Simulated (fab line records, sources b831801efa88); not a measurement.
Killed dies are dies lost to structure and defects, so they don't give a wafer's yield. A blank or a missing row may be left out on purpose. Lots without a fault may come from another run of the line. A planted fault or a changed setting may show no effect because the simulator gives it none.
Chamber matching | flow sky130 | SKY_CONTACT_CVD_00 on pecvd-03: 3 sister chambers
The step deposits Si3N4, target thk 75 nm. 14 wafers are shown with their chamber, then 7 later ones without.

WAFERS WITH THEIR CHAMBER
wafer  | chamber | heater_power_w (W)
L075.2 | 0       | 618
L075.4 | 1       | 881
L075.5 | 0       | 620
L076.1 | 2       | 612
L076.2 | 0       | 720
L076.6 | 2       | 625
L080.1 | 1       | 887
L080.5 | 1       | 722
L080.6 | 0       | 735
L087.2 | 1       | 772
L087.3 | 2       | 591
L087.6 | 1       | 773
L091.3 | 0       | 746
L091.5 | 1       | 855

SIGNATURES (means of the wafers above)
reading        | chamber 0 | chamber 1 | chamber 2 | scatter within a chamber
heater_power_w | 687.80    | 815.00    | 609.33    | 60.4
Rule: a wafer's distance from a chamber is the root of the sum, over the readings, of the square of ((its reading less the chamber's mean) divided by the reading's scatter). The wafer belongs to the nearest chamber; if the next one is less than 2 further off, it can't be placed. The scatter: the root of (the sum of the squares of (reading less its chamber's mean) over the shown wafers, divided by (wafers less chambers)).

WAFERS WITHOUT THEIR CHAMBER
wafer  | heater_power_w (W)
L091.6 | 642
L093.1 | 597
L093.2 | 807
L093.4 | 777
L097.3 | 647
L097.4 | 877
L097.5 | 667

WHICH CHAMBER EACH WENT THROUGH
wafer  | from the rows above     | in truth
L091.6 | can't be placed: 2 or 0 | 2
L093.1 | can't be placed: 2 or 0 | 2
L093.2 | can't be placed: 1 or 0 | 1
L093.4 | can't be placed: 1 or 0 | 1
L097.3 | can't be placed: 2 or 0 | 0
L097.4 | 1                       | 1
L097.5 | can't be placed: 0 or 2 | 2
Placed correctly: 1 of 7. Can't be placed from these rows: 6 (the true chamber is among the candidates in 6). Placed wrongly: 0.
